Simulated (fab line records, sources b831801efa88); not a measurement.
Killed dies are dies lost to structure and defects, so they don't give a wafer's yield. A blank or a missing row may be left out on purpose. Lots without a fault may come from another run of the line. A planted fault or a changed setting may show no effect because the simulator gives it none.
A struck lot beside a sound one | flow sky130 | 15 steps out of a route of 708
Sound: wafers L547.2, L547.3, L547.5. Struck: wafer L561.6. (L561.2, L561.5 of the same lot were not struck and are left out.) The cause comes at the end.
At each step with rows: each side's tool, then ch and its chambers, then its first start. Under that, the readings that differ: sound wafers | struck wafers | difference of the means | sigmas: that difference in standard deviations of wafers without a fault.
alike: readings whose means differ by less than 2 such deviations, and words and numbers that are the same on both sides. not compared: withheld readings, readings that some wafer has no value for, bounds like >300 that may hide the same value, and numbers for which the record gives no deviation and whose values overlap.
The two part at a step that has a row with sigmas, a row that says differs or no value, or rows on one side only. Numbers that don't overlap but have no deviation are shown without sigmas and don't part them. A reading that every wafer of one side lacks parts them only if that side has two wafers or more.

SKY_VIA1_ETCH_14: etches BARC in N2/H2, stops on SiO2, time 45.9 s, target depth 60 nm.
  sound on rie_diel-03 ch 2,3, day 33 17:16; struck on rie_diel-02 ch 1, day 38 12:25
  reading               | sound             | struck | difference | sigmas
  oes_product_au (a.u.) | 0.848 0.852 0.845 | 0.859  | +0.011     | +2
  alike: drypump_motor_current_A, throttle_valve_pct
  not compared: rf_hours_counter_h
then, 1 step without rows for these wafers: SKY_VIA1_ETCH_15 (etches SiO2 in C4F8/O2/Ar, stops on TiN, target depth 351 nm, time 54 s).
SKY_VIA1_STRIP_16: strips in O2/N2.
  sound on plasma_asher-04 ch 0,1, day 33 17:22; struck on plasma_asher-04 ch 1, day 38 12:31
  alike: drypump_motor_current_A, oes_product_au, strip_time_to_endpoint_s
  not compared: rf_hours_counter_h
then, 4 steps without rows for these wafers: SKY_VIA1_STRIP_17 (strips in post etch residue remover, time 1200 s); SKY_VIA1_CLEAN_18 (cleans in IPA, time 180 s); SKY_VIA1_CLEAN_19 (cleans in O3/DIW); SKY_VIA1_SPUTTER_20 (material TiN, target thk 20 nm, time 80 s).
SKY_VIA1_CVD_21: deposits W, target thk 270 nm, time 80.902 s.
  sound on cvd_w-01 ch 0, day 33 18:10; struck on cvd_w-02 ch 0, day 38 13:11
  alike: heater_power_w
SKY_VIA1_RS_MEAS_22: measures by four-point-probe.
  sound on film_metro-04, day 33 18:16; struck on film_metro-04, day 38 13:17
  alike: VIA1_W_RS
SKY_VIA1_THK_MEAS_23: measures by xrf.
  sound on film_metro-04, day 33 18:23; struck on film_metro-04, day 38 13:24
  alike: VIA1_W_THK
SKY_VIA1_CMP_24: polishes, stops on SiO2, t overpolish 15 s, target thk 0 nm.
  sound on cmp-01 ch 1,2,3, day 33 18:32; struck on cmp-01 ch 2, day 38 13:27
  alike: edge_zone_pressure_frac, head_pressure_psi, motor_current_A, overpolish_run_s, time_to_endpoint_s
SKY_METAL2_SPUTTER_00: material Ti, target thk 15 nm, time 10 s.
  sound on pvd_sputter-03, day 33 18:44; struck on pvd_sputter-02, day 38 13:45
  alike: throttle_valve_pct
SKY_METAL2_SPUTTER_01: material TiN, target thk 20 nm, time 16.7 s.
  sound on pvd_sputter-03, day 33 18:45; struck on pvd_sputter-02, day 38 13:46
  reading                                    | sound             | struck | difference | sigmas
  model.TiN_of_METAL2_SPUTTER_01.thk_nm (nm) | 20.21 19.87 19.97 | 22.52  | +2.50      |
  alike: throttle_valve_pct
then, 1 step without rows for these wafers: SKY_METAL2_SPUTTER_02 (material AlCu, target thk 250 nm, time 13.3 s).
SKY_PAD_OPEN_PROBE_99:
  the record has rows for the sound wafers here (prober-01, day 45 14:41) and none for the struck ones

WHERE THEY PART
First at SKY_VIA1_ETCH_14; last, within this record, at SKY_PAD_OPEN_PROBE_99.

WHY: what the simulator had put in
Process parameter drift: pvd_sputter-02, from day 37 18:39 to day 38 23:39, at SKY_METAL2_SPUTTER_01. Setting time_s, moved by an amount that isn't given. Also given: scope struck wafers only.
